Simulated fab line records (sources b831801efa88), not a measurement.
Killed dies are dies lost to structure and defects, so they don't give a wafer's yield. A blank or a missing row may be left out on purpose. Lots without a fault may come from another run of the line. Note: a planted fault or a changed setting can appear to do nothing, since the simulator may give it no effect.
Tool commonality check    flow gf180mcu    Sampled: 12 lots, 36 wafers

== WHY IT WAS OPENED ==
GF_STI_THK_MEAS_04, reading STI_CVD_03_THK: flagged on 2 of 12 lots. No-fault wafers: 207.1 nm, standard deviation 1.9.
Rule: a lot gets a flag if all its wafers with a number sit over 4 standard deviations from that mean, or if no wafer of it has a number. The rest of the lots are taken to be sound.

lot   measured     on             STI_CVD_03_THK (nm), wafer by wafer  flag
L161  day 2 04:58  film-metro-03  205.3 207.2 205.6                    
L162  day 2 09:51  film-metro-04  207.1 207.2 208.6                    
L163  day 2 14:34  film-metro-03  204.2 205.8 205.6                    
L165  day 3 01:11  film-metro-02  209.7 208.8 209.3                    
L167  day 3 10:34  film-metro-03  206.7 207.1 208.3                    
L170  day 4 01:35  film-metro-04  207.1 205.1 207.2                    
L171  day 4 06:34  film-metro-02  206.5 208.2 207.0                    
L175  day 5 03:36  film-metro-02  209.7 209.2 207.7                    
L177  day 5 12:34  film-metro-04  181.7 181.6 180.8                    FLAGGED
L178  day 5 17:34  film-metro-03  176.8 175.3 177.4                    FLAGGED
L179  day 5 22:59  film-metro-04  208.4 206.4 208.3                    
L180  day 6 03:34  film-metro-03  205.6 205.6 207.0                    
On average the flagged lots' numbers are 178.9 nm, which is -28.2 nm against the usual, or -15 standard deviations.

== EACH LOT AND THE TOOL IT RAN ON ==
The record holds 1 process step before the reading, out of a route of 602 steps. Every cell lists first the tool, next ch and the chambers used by the sampled wafers, and last the start.
lot   flag     GF_STI_CVD_03
L161           lpcvd-02 ch 1, day 2 02:58
L162           lpcvd-02 ch 0, day 2 07:52
L163           lpcvd-01 ch 1, day 2 12:35
L165           lpcvd-01 ch 0, day 2 23:12
L167           lpcvd-02 ch 1, day 3 08:34
L170           lpcvd-01 ch 1, day 3 23:34
L171           lpcvd-01 ch 0, day 4 04:34
L175           lpcvd-02 ch 0, day 5 01:37
L177  FLAGGED  lpcvd-02 ch 1, day 5 10:34
L178  FLAGGED  lpcvd-02 ch 1, day 5 15:34
L179           lpcvd-01 ch 1, day 5 20:58
L180           lpcvd-01 ch 1, day 6 01:34
What these steps do:
- GF_STI_CVD_03: deposits Si3N4 from DCS/NH3, target thk 207.16 nm, time 3551 s.
- GF_STI_THK_MEAS_04

== FLAGGED AGAINST TOTAL, ONE TOOL AT A TIME (gauges that did the reading follow at the end) ==
step                tool           lots run  flagged  share of the flagged lots  sound lots run after its first flagged lot
GF_STI_CVD_03       lpcvd-01       6         0        none                       -
GF_STI_CVD_03       lpcvd-02       6         2        all                        0
GF_STI_THK_MEAS_04  film-metro-02  3         0        none                       -
GF_STI_THK_MEAS_04  film-metro-03  5         1        some                       1 (L180)
GF_STI_THK_MEAS_04  film-metro-04  4         1        some                       1 (L179)

== WHAT IS ALLOWED BY THE TABLE ==
All flagged lots share 1 row of the table, namely lpcvd-02 at GF_STI_CVD_03.
- lpcvd-02 at GF_STI_CVD_03 ran 6 lots, 2 of them flagged. Last sound lot L175 at day 5 01:37, first flagged lot L177 at day 5 10:34; a fault beginning in between fits.
Just one tool remains: lpcvd-02 at GF_STI_CVD_03.

== WHAT THE SIMULATOR HAD INSERTED ==
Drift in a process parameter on lpcvd-02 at GF_STI_CVD_03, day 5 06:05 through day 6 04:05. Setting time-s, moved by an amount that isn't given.
Shown lots that were struck: L177, L178. The rule above reached the same finding.
